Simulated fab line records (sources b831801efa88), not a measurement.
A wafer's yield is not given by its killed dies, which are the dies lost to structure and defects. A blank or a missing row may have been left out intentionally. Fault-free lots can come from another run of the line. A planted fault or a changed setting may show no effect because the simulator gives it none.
fab line records -- flow gf180mcu -- part 2 of 2: steps 28 to 39 of 39
[record] lots = 5, wafers = 15, last_day = 33
route steps=602 shown HV_LDD@220 NSD@235 PSD@248
lots untouched by any fault: they come from a run of this same line in which no faults occurred
start_h: the number of hours between the record's first day and the start of the first shown wafer of the lot -- wait_h: hours from the lot's prior step to this one -- " as in the row above -- L1.1+2: a single row standing in for several wafers -- - value missing, or start not given -- * or withheld: withheld -- < > ~ a bound
route shown NAME@n: NAME is a module with steps in the file, n the number in the route of the first one -- usual: average and standard deviation across the fault-free wafers -- same: alike in all rows -- chamber/n: place in a boat -- sites: readings site by site -- _std_site: the values' standard deviation -- _edge_site: the outer-site mean with the inner-site mean subtracted -- radius_mm: how far each site lies from the wafer's centre -- mask NAME#n: copy n -- behind: tool/chamber where the wafer was last shaped -- hold: the reason the lot was held/the length of the hold in hours/how it ended -- device: transistor that didn't switch, given as n, p or np -- end of line: tests run on the same wafers once the route is complete -- a step without rows: its recipe alone -- killed: at the first sort, the dies lost to defects and structure; wafer yield is something else -- map: a wafer's dies, marking killed ones x, the rest . and places with no die _
set.NAME: the setting as run; set.NAME@STEP: as run at that earlier step -- model.NAME: the simulator's own value behind a step, which no gauge read
a table for each step, a row for each wafer; lots at some steps of the route
services: when a tool's chamber went out of use (start_h, in hours from the record's first day, below 0 if earlier), for how many hours, and the reason
[[steps]]
[step GF_NSD_TW_MEAS_12]
[usual] NSD_TW = 4250/79
lot.wafer,tool,chamber,start_h,wait_h,NSD_TW
L079.1,film_metro-02,-,344.26,0.1,4335
L079.4,film_metro-02,-,344.26,0.1,4334
L079.5,film_metro-02,-,344.26,0.1,4344
L081.1,film_metro-02,-,357.97,0.1,4334
L081.2,film_metro-02,-,357.97,0.1,4328
L081.6,film_metro-02,-,357.97,0.1,4341
L086.1,film_metro-04,-,395.42,0.1,4280
L086.2,film_metro-04,-,395.42,0.1,4229
L086.4,film_metro-04,-,395.42,0.1,4242
L087.1,film_metro-04,-,403.81,0.1,4249
L087.5,film_metro-04,-,403.81,0.1,4223
L087.6,film_metro-04,-,403.81,0.1,4248
L091.1,film_metro-02,-,435.02,0.1,4295
L091.4,film_metro-02,-,435.02,0.1,4276
L091.5,film_metro-02,-,435.02,0.1,4304
[step GF_PSD_DEHYDRATE_00]
[recipe] temp_c = 200, time_s = 60
lot.wafer,tool,chamber,start_h,wait_h
L079.1+4+5,litho_track-01,0,354.46,10.2
L081.1+2+6,litho_track-03,0,368.67,10.7
L086.1+2+4,litho_track-01,0,406.26,10.8
L087.1+5+6,litho_track-02,0,415.27,11.5
L091.1+4+5,litho_track-03,0,446.46,11.4
[step GF_PSD_HMDS_01]
[recipe] prime_time_s = 60, prime_temp_c = 120
lot.wafer,tool,chamber,start_h,wait_h
L079.1+4+5,litho_track-01,0,354.61,0.1
L081.1+2+6,litho_track-03,0,368.82,0.1
L086.1+2+4,litho_track-01,0,406.41,0.1
L087.1+5+6,litho_track-02,0,415.42,0.1
L091.1+4+5,litho_track-03,0,446.61,0.1
[step GF_PSD_COAT_02]
[recipe] resist = NOVOLAK, spin_rpm = 3000, resist_thk_nm = 1000
[usual] dispense_pressure_kPa = 52.2/1.4
lot.wafer,tool,chamber,start_h,wait_h,dispense_pressure_kPa
L079.1,litho_track-01,0,354.76,0.1,51.0
L079.4,litho_track-01,0,354.76,0.1,51.1
L079.5,litho_track-01,0,354.76,0.1,51.0
L081.1,litho_track-03,0,368.97,0.1,51.5
L081.2,litho_track-03,0,368.97,0.1,51.6
L081.6,litho_track-03,0,368.97,0.1,51.6
L086.1,litho_track-01,0,406.56,0.1,51.0
L086.2,litho_track-01,0,406.56,0.1,51.0
L086.4,litho_track-01,0,406.56,0.1,51.0
L087.1,litho_track-02,0,415.57,0.1,54.7
L087.5,litho_track-02,0,415.57,0.1,54.6
L087.6,litho_track-02,0,415.57,0.1,54.7
L091.1,litho_track-03,0,446.76,0.1,51.6
L091.4,litho_track-03,0,446.76,0.1,51.6
L091.5,litho_track-03,0,446.76,0.1,51.6
[step GF_PSD_SOFTBAKE_03]
[recipe] temp_c = 90, time_s = 60, resist = NOVOLAK
lot.wafer,tool,chamber,start_h,wait_h
L079.1+4+5,litho_track-01,0,354.91,0.1
L081.1+2+6,litho_track-03,0,369.12,0.1
L086.1+2+4,litho_track-01,0,406.71,0.1
L087.1+5+6,litho_track-02,0,415.72,0.1
L091.1+4+5,litho_track-03,0,446.91,0.1
[step GF_PSD_EXPOSE_04]
[recipe] mask_id = Pplus, target_cd_nm = 400, na = 0.6, source_shape = conventional, sigma_outer = 0.6, dose_mj = 140
[usual] focus_offset_nm = 0.0/0.52, reticle_temp_C = 22.99/0.097
lot.wafer,tool,chamber,start_h,wait_h,mask,focus_offset_nm,reticle_temp_C
L079.1,iline_stepper-02,0,-,-,Pplus#0,-0.3,22.97
L079.4,iline_stepper-02,0,-,-,Pplus#0,-0.2,22.89
L079.5,iline_stepper-02,0,-,-,Pplus#0,-0.4,22.97
L081.1,iline_stepper-01,0,-,-,Pplus#0,-0.3,22.91
L081.2,iline_stepper-01,0,-,-,Pplus#0,-0.8,22.95
L081.6,iline_stepper-01,0,-,-,Pplus#0,0.0,23.04
L086.1,iline_stepper-02,0,-,-,Pplus#0,-0.4,23.00
L086.2,iline_stepper-02,0,-,-,Pplus#0,-0.7,22.88
L086.4,iline_stepper-02,0,-,-,Pplus#0,-0.6,22.96
L087.1,iline_stepper-02,0,-,-,Pplus#0,-0.2,22.99
L087.5,iline_stepper-02,0,-,-,Pplus#0,0.1,22.94
L087.6,iline_stepper-02,0,-,-,Pplus#0,-0.5,22.91
L091.1,iline_stepper-01,0,-,-,Pplus#0,0.3,22.75
L091.4,iline_stepper-01,0,-,-,Pplus#0,-0.9,23.01
L091.5,iline_stepper-01,0,-,-,Pplus#0,-1.4,22.96
[step GF_PSD_PEB_05]
[recipe] temp_c = withheld, time_s = *, resist = NOVOLAK
lot.wafer,tool,chamber,start_h,wait_h
L079.1+4+5,litho_track-02,0,-,-
L081.1+2+6,litho_track-03,0,-,-
L086.1+2+4,litho_track-03,0,-,-
L087.1+5+6,litho_track-03,0,-,-
L091.1+4+5,litho_track-01,0,-,-
[step GF_PSD_DEVELOP_06]
[recipe] develop_time_s = 60, dev_temp_c = 23
lot.wafer,tool,chamber,start_h,wait_h
L079.1+4+5,litho_track-02,0,365.42,0.1
L081.1+2+6,litho_track-03,0,380.52,0.1
L086.1+2+4,litho_track-03,0,418.92,0.1
L087.1+5+6,litho_track-03,0,427.47,0.1
L091.1+4+5,litho_track-01,0,459.40,0.1
[step GF_PSD_CD_MEAS_07]
[recipe] target_cd_nm = 400
[usual] cd_nm = 400.3/1.8
lot.wafer,tool,chamber,start_h,wait_h,cd_nm
L079.1,cd_sem-01,-,365.57,0.1,400.2
L079.4,cd_sem-01,-,365.57,0.1,401.4
L079.5,cd_sem-01,-,365.57,0.1,401.4
L081.1,cd_sem-02,-,380.67,0.1,398.4
L081.2,cd_sem-02,-,380.67,0.1,402.2
L081.6,cd_sem-02,-,380.67,0.1,400.7
L086.1,cd_sem-01,-,419.07,0.1,399.5
L086.2,cd_sem-01,-,419.07,0.1,400.4
L086.4,cd_sem-01,-,419.07,0.1,399.2
L087.1,cd_sem-01,-,427.62,0.1,396.8
L087.5,cd_sem-01,-,427.62,0.1,397.8
L087.6,cd_sem-01,-,427.62,0.1,398.2
L091.1,cd_sem-01,-,459.55,0.1,402.6
L091.4,cd_sem-01,-,459.55,0.1,401.9
L091.5,cd_sem-01,-,459.55,0.1,403.7
[step GF_PSD_OVL_MEAS_08]
[usual] PSD_OVL = -0.3/1.2
lot.wafer,tool,chamber,start_h,wait_h,PSD_OVL[nm]
L079.1,overlay-01,-,365.69,0.1,-2.2
L079.4,overlay-01,-,365.69,0.1,-0.5
L079.5,overlay-01,-,365.69,0.1,-2.6
L081.1,overlay-02,-,380.79,0.1,-0.1
L081.2,overlay-02,-,380.79,0.1,-0.9
L081.6,overlay-02,-,380.79,0.1,-1.0
L086.1,overlay-01,-,419.19,0.1,0.1
L086.2,overlay-01,-,419.19,0.1,1.4
L086.4,overlay-01,-,419.19,0.1,1.5
L087.1,overlay-01,-,427.74,0.1,-1.2
L087.5,overlay-01,-,427.74,0.1,0.0
L087.6,overlay-01,-,427.74,0.1,0.5
L091.1,overlay-01,-,459.67,0.1,-1.8
L091.4,overlay-01,-,459.67,0.1,-0.7
L091.5,overlay-01,-,459.67,0.1,-2.7
[step GF_PSD_IMPLANT_09]
[recipe] species = BF2, energy_kev = 40, dose_cm2 = 1.5e+15, tilt_deg = 7
[usual] beam_energy_keV = 39.998/0.012
[same] implant_ion_amu = 49
lot.wafer,tool,chamber,start_h,wait_h,beam_energy_keV
L079.1,implanter-02,0,365.73,0.0,39.998
L079.4,implanter-02,0,365.73,0.0,40.005
L079.5,implanter-02,0,365.73,0.0,40.013
L081.1,implanter-03,0,380.82,0.0,39.986
L081.2,implanter-03,0,380.82,0.0,39.999
L081.6,implanter-03,0,380.82,0.0,39.986
L086.1,implanter-02,0,419.22,0.0,39.984
L086.2,implanter-02,0,419.22,0.0,39.980
L086.4,implanter-02,0,419.22,0.0,39.993
L087.1,implanter-02,0,427.77,0.0,40.005
L087.5,implanter-02,0,427.77,0.0,39.989
L087.6,implanter-02,0,427.77,0.0,39.997
L091.1,implanter-02,0,459.71,0.0,40.013
L091.4,implanter-02,0,459.71,0.0,40.010
L091.5,implanter-02,0,459.71,0.0,39.997
[step GF_PSD_STRIP_10]
[recipe] chemistry = O2/N2, power_w = 1400, pressure_mtorr = 1500, platen_temp_c = 250, o2_flow_sccm = 3000, n2_flow_sccm = 300, overash_fraction = 0.5
[usual] drypump_motor_current_A = 6.0/0.32, heater_power_w = 343/40, n2_flow_sccm = 300.0/0.74, oes_product_au = 0.592/0.0047, strip_time_to_endpoint_s = 16.53/0.031
lot.wafer,tool,chamber,start_h,wait_h,drypump_motor_current_A,heater_power_w,n2_flow_sccm,oes_product_au,rf_hours_counter_h,strip_time_to_endpoint_s
L079.1,plasma_asher-03,0,365.88,0.1,6.1,361,298.8,0.583,70,16.54
L079.4,plasma_asher-03,1,365.88,0.1,5.9,315,300.3,0.588,-,16.49
L079.5,plasma_asher-03,0,365.88,0.1,6.1,354,300.1,0.592,-,16.54
L081.1,plasma_asher-03,1,380.97,0.1,5.9,316,301.0,0.595,72,16.58
L081.2,plasma_asher-03,0,380.97,0.1,6.1,368,300.1,0.595,72,16.51
L081.6,plasma_asher-03,0,380.97,0.1,6.1,353,301.2,0.592,-,16.55
L086.1,plasma_asher-03,0,419.37,0.1,6.1,365,300.7,0.590,75,16.52
L086.2,plasma_asher-03,1,419.37,0.1,5.9,311,300.4,0.589,75,16.50
L086.4,plasma_asher-03,1,419.37,0.1,6.0,312,299.6,0.589,-,16.52
L087.1,plasma_asher-03,1,427.92,0.1,6.0,311,299.9,0.595,76,16.53
L087.5,plasma_asher-03,0,427.92,0.1,6.1,365,300.8,0.593,-,16.53
L087.6,plasma_asher-03,1,427.92,0.1,6.0,309,299.6,0.592,-,16.48
L091.1,plasma_asher-04,0,459.86,0.1,5.3,319,300.0,0.596,36,16.54
L091.4,plasma_asher-04,0,459.86,0.1,5.3,317,300.1,0.589,-,16.58
L091.5,plasma_asher-04,1,459.86,0.1,6.4,285,299.1,0.599,-,16.56
[[services]]
tool,chamber,start_h,hours,kind
wet_bench-02,-,306.61,3.5,repair
implanter-03,-,308.05,4.0,repair
implanter-02,-,317.73,1.8,repair
implanter-01,-,329.57,5.8,pm
implanter-04,-,335.91,3.3,repair
plasma_asher-04,-,341.75,2.7,repair
plasma_asher-03,-,348.40,1.1,repair
lpcvd-01,-,352.64,6.0,pm
iline_stepper-02,-,357.49,28.9,pm
rie_diel-01,0,358.17,2.1,repair
rie_diel-01,0,360.81,58.6,repair
rtp_anneal-02,-,374.52,0.7,repair
rie_diel-01,3,377.90,2.6,repair
iline_stepper-01,-,386.44,1.7,pm
implanter-01,-,387.68,28.9,pm
iline_stepper-02,-,400.57,2.2,repair
plasma_asher-02,-,421.25,9.0,pm
plasma_asher-04,-,426.68,7.7,pm
implanter-03,-,431.14,6.8,pm
iline_stepper-02,-,431.39,1.7,pm
implanter-04,-,432.67,13.1,pm
lpcvd-01,-,437.59,2.8,pm
lpcvd-01,-,440.77,4.3,pm
implanter-01,-,450.28,2.4,repair
